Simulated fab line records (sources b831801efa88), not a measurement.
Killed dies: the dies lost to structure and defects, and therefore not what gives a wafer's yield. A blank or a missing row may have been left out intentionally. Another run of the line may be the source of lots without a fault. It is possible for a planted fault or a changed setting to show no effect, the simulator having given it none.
2 desks looking at one fault | flow sky130 | every desk sees just its own numbers, and what lay behind them comes last

AT THE METROLOGY DESK
Lot by lot, what the gauges showed, no matter which tool ran the lot: averages of those sampled wafers that carry a number. A lot is out of limits, marked OUT, if its mean lies more than 4 standard deviations from the usual mean; the brackets give that distance.
Columns: A = cdNm at SKY_SD_N_CD_MEAS_07, usual 379.9 nm; B = SD_N_RS at SKY_SD_N_RS_MEAS_16, usual 68.55 ohm/sq; C = LI_CONTACT_W_THK at SKY_LI_CONTACT_THK_MEAS_23, usual 411 nm
lot  | first seen here | A     | B                | C
L693 | day 27 23:22    | 378.1 | 68.64            | 410
L695 | day 28 10:23    | 378.4 | 68.46            | 410
L698 | day 29 07:32    | 376.2 | 68.54            | 420
L697 | day 29 12:29    | 380.4 | 68.45            | 410
L699 | day 30 00:34    | 379.3 | 68.57            | 412
L700 | day 30 08:44    | 382.5 | 68.50            | 417
L704 | day 31 00:40    | 379.6 | 68.67            | 408
L706 | day 32 12:04    | 383.6 | 67.75 (-7.3) OUT | 421
L711 | day 33 17:21    | 377.5 | 67.71 (-7.6) OUT | 415
L712 | day 34 19:37    | 384.1 | 68.66            | 402
L715 | day 35 05:18    | 384.2 | 68.44            | 407
This desk's finding: out of limits on L706, L711; first on L706, day 32 12:55 (SD_N_RS at SKY_SD_N_RS_MEAS_16). L693, L695, L698, L697, L699, L700, L704, L712, L715: within limits.

FOR THE TOOL OWNER'S DESK: implanter-04
The tool's own readings at SKY_SD_N_IMPLANT_09, given as means over the sampled wafers that have a number, one for each lot that went through this tool. A lot is out of limits, marked OUT, if its mean lies more than 4 standard deviations from the usual mean; the brackets give that distance.
Columns: A = beamEnergyKeV at SKY_SD_N_IMPLANT_09, usual 50.002; B = endStationPressureTorr at SKY_SD_N_IMPLANT_09, usual 1.44e-05 Torr
lot  | first seen here | A      | B
L695 | day 28 10:33    | 50.002 | 1.61e-05
L698 | day 29 07:42    | 50.001 | 1.60e-05
L700 | day 30 12:20    | 49.988 | 1.58e-05
L704 | day 31 00:50    | 50.005 | 1.61e-05
L706 | day 32 12:14    | 50.015 | 4.34e-05 (+24) OUT
L711 | day 33 17:31    | 49.975 | 4.71e-05 (+27) OUT
This desk's finding: out of limits on L706, L711; first on L706, day 32 12:14 (endStationPressureTorr at SKY_SD_N_IMPLANT_09). L695, L698, L700, L704: within limits.

ALL TOGETHER
On L706, L711, at day 32 12:14, an alarm was possible from the tool owner's desk.
The metrology desk could have raised an alarm at day 32 12:55, on L706, L711.
On implanter-04, each named lot ran SKY_SD_N_IMPLANT_09.

WHAT HAD BEEN PUT IN BY THE SIMULATOR
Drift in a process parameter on implanter-04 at SKY_SD_N_IMPLANT_09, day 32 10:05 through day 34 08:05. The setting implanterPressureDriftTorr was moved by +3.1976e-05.
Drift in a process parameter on implanter-04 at SKY_SD_N_IMPLANT_09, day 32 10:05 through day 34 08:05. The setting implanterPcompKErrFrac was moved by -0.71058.
Shown lots that were struck: L706, L711.
Fault start to first reading out of limits, in hours, per desk: tool owner, 2; metrology, 3.
